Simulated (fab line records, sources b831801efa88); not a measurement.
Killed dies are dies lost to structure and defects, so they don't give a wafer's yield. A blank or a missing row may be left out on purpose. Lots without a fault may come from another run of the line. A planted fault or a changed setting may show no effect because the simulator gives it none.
Which tool did it? | flow gf180mcu | 11 lots, 33 wafers sampled, at 4 steps of a route of 602

WHAT THE GAUGES READ, wafer by wafer
GF_V1_THK_MEAS_03. Usual: V1_CVD_02_THK 845 nm, standard deviation 12.
lot  | measured     | on            | V1_CVD_02_THK (nm) | flag
L249 | day 18 13:35 | film_metro-04 | 833 858 854        |
L251 | day 19 09:17 | film_metro-02 | 824 842 848        |
L252 | day 19 17:31 | film_metro-04 | 841 841 854        |
L256 | day 21 08:56 | film_metro-02 | 1020 1034 1028     | OFF
L257 | day 21 12:58 | film_metro-04 | 846 1036 864       | OFF
L261 | day 22 18:46 | film_metro-04 | 835 824 842        |
L262 | day 23 05:11 | film_metro-02 | 860 856 854        |
L266 | day 24 17:33 | film_metro-02 | 845 839 865        |
L265 | day 24 19:40 | film_metro-04 | 834 855 871        |
L267 | day 24 20:16 | film_metro-01 | 828 825 832        |
L268 | day 25 04:53 | film_metro-02 | 817 830 831        |

GF_V1_OVL_MEAS_15. Usual: V1_OVL 3 nm, standard deviation 4.9.
lot  | measured     | on         | V1_OVL (nm) | flag
L249 | day 19 14:29 | overlay-01 | 8 2 5       |
L251 | day 20 10:29 | overlay-02 | -5 -12 -2   |
L252 | day 20 18:31 | overlay-01 | -4 2 4      |
L256 | day 22 08:56 | overlay-02 | 12 5 7      |
L257 | day 22 12:28 | overlay-02 | 8 7 5       |
L261 | day 23 18:02 | overlay-01 | 6 7 8       |
L262 | day 24 03:46 | overlay-02 | -10 -3 -8   |
L266 | day 25 15:44 | overlay-01 | 8 7 1       |
L265 | day 25 17:56 | overlay-01 | -3 -3 1     |
L267 | day 25 18:29 | overlay-02 | 6 3 4       |
L268 | day 26 03:06 | overlay-02 | 1 2 1       |

WHICH TOOL RAN EACH LOT (tool, then ch and the chambers of the sampled wafers, then the start)
lot  | GF_V1_CVD_02                    | GF_V1_CMP_04
L249 | pecvd-04 ch 0,1,2, day 18 13:31 | cmp-01 ch 1,2,3, day 18 13:38
L251 | pecvd-02 ch 0,1, day 19 09:13   | cmp-01 ch 0,2,3, day 19 09:26
L252 | pecvd-03 ch 1,2, day 19 17:27   | cmp-01 ch 0,1,3, day 19 17:38
L256 | pecvd-03 ch 0,2, day 21 08:51   | cmp-01 ch 0,2,3, day 21 08:59
L257 | pecvd-03 ch 0,1,2, day 21 12:54 | cmp-01 ch 1,3, day 21 13:10
L261 | pecvd-02 ch 0,1,2, day 22 18:41 | cmp-02 ch 1,2,3, day 22 18:49
L262 | pecvd-04 ch 0,1, day 23 05:07   | cmp-02 ch 0,2,3, day 23 05:14
L266 | pecvd-03 ch 0,1,2, day 24 17:29 | cmp-01 ch 0,1,3, day 24 17:37
L265 | pecvd-03 ch 0,1,2, day 24 19:37 | cmp-01 ch 0,1,3, day 24 19:53
L267 | pecvd-02 ch 0,1,2, day 24 20:12 | cmp-01 ch 0,2,3, day 24 20:38
L268 | pecvd-02 ch 0,1,2, day 25 04:48 | cmp-02 ch 0,1,3, day 25 05:02
- GF_V1_CVD_02: deposits SiO2 from TEOS, target thk 850 nm, time 94.851 s.
- GF_V1_CMP_04: polishes SiO2.

WHAT THE TOOLS THEMSELVES READ (means of the sampled wafers that have a number; where no wafer has one, the mark that the record gives instead)
GF_V1_CVD_02. Usual: heater_power_w 616 W, standard deviation 91; run_length_s 122.5 s, standard deviation 0.63.
lot  | tool     | heater_power_w (W) | run_length_s (s) | flag
L249 | pecvd-04 | 661                | 122.3            |
L251 | pecvd-02 | 551                | 122.7            |
L252 | pecvd-03 | 618                | 122.9            |
L256 | pecvd-03 | 597                | 144.0            | OFF
L257 | pecvd-03 | 608                | 129.8            | OFF
L261 | pecvd-02 | 572                | 122.8            |
L262 | pecvd-04 | 605                | 122.0            |
L266 | pecvd-03 | 619                | 122.8            |
L265 | pecvd-03 | 658                | 122.6            |
L267 | pecvd-02 | 562                | 122.8            |
L268 | pecvd-02 | 598                | 122.9            |

GF_V1_CMP_04. Usual: motor_current_A 12.0 A, standard deviation 1.1; platen_rpm 60.00 rpm, standard deviation 0.047; time_to_endpoint_s 79 s, standard deviation 5.7.
lot  | tool   | motor_current_A (A) | platen_rpm (rpm) | time_to_endpoint_s (s) | flag
L249 | cmp-01 | 12.5                | 60.01            | 77                     |
L251 | cmp-01 | 12.1                | 60.07            | 75                     |
L252 | cmp-01 | 12.2                | 59.94            | 77                     |
L256 | cmp-01 | 12.1                | 59.98            | 151                    | OFF
L257 | cmp-01 | 12.8                | 60.03            | 106                    | OFF
L261 | cmp-02 | 11.9                | 60.02            | 71                     |
L262 | cmp-02 | 11.1                | 60.01            | 87                     |
L266 | cmp-01 | 12.4                | 60.03            | 79                     |
L265 | cmp-01 | 12.6                | 59.94            | 80                     |
L267 | cmp-01 | 11.9                | 60.04            | 69                     |
L268 | cmp-02 | 12.4                | 60.00            | 75                     |

THE ANSWER, worked out from the rows above alone
Rule: a lot is off if the mean of its wafers that have a number lies more than 3 standard deviations from the usual mean. A lot without any number at a reading at which 4 lots or more have one is off too. The other lots that the step has rows for count as sound. The gauges are gone through in route order, then the tools' own readings, and for those a lot's mean is taken as printed above. The first step at which some lot is off is used, and at that step the reading that is off furthest; a lot without a number counts as furthest.
Off: L256, L257, at GF_V1_THK_MEAS_03 (V1_CVD_02_THK).
A tool fits if, at a process step before that reading, it ran every lot that is off, and no sound lot after the first of them. The gauges at GF_V1_THK_MEAS_03 aren't tried: what is off there is off at GF_V1_CVD_02 too, on other tools, and a gauge's error can't cause that. None of those tried fits.

WHAT THE SIMULATOR HAD PUT IN
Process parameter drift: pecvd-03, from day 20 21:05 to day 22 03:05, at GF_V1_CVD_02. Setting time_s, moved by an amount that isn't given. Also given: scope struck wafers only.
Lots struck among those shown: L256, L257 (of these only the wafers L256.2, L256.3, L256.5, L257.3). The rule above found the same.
